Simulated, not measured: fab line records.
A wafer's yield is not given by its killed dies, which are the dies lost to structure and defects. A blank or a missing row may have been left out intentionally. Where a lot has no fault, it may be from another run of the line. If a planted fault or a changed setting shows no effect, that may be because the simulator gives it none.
Chamber matching / flow gf180mcu / 4 sister chambers for GF_V5_CMP_04 on cmp-02
The step polishes SiO2. 4 wafers are shown with their chamber, then 9 later ones without.

== EACH WAFER AND ITS CHAMBER ==
wafer=L688.1; chamber=1; motor current A (A)=10.6
wafer=L688.2; chamber=3; motor current A (A)=13.3
wafer=L693.1; chamber=2; motor current A (A)=12.7
wafer=L693.5; chamber=0; motor current A (A)=11.6

== WAFERS WHOSE CHAMBER IS MISSING ==
wafer=L694.3; motor current A (A)=10.3
wafer=L694.4; motor current A (A)=12.7
wafer=L694.5; motor current A (A)=11.6
wafer=L697.1; motor current A (A)=12.0
wafer=L697.2; motor current A (A)=11.5
wafer=L697.3; motor current A (A)=11.8
wafer=L699.2; motor current A (A)=12.7
wafer=L699.3; motor current A (A)=11.0
wafer=L699.4; motor current A (A)=11.7

== CHAMBER TAKEN BY EACH ==
wafer=L694.3; from the rows above=1; in truth=1
wafer=L694.4; from the rows above=2; in truth=2
wafer=L694.5; from the rows above=0; in truth=0
wafer=L697.1; from the rows above=can't be placed: 0 or 2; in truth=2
wafer=L697.2; from the rows above=0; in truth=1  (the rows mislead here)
wafer=L697.3; from the rows above=0; in truth=0
wafer=L699.2; from the rows above=2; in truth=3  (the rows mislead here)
wafer=L699.3; from the rows above=can't be placed: 1 or 0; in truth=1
wafer=L699.4; from the rows above=0; in truth=0
Correctly placed: 5 of 9. Unplaceable from these rows: 2, with the true chamber sitting among the candidates in 2. Wrongly placed: 2.
How it was worked out, from the rows above alone: a wafer's distance from a chamber is the root of the sum, over the readings, of the square of ((its reading less the chamber's mean) divided by the reading's scatter). The wafer belongs to the nearest chamber; if the next one is less than 2 further off, it can't be placed. Each chamber's mean is taken over the wafers shown for it. The scatter (one wafer shown for each chamber): square how far every hidden wafer sits from the nearest shown wafer, average those squares and take the square root.
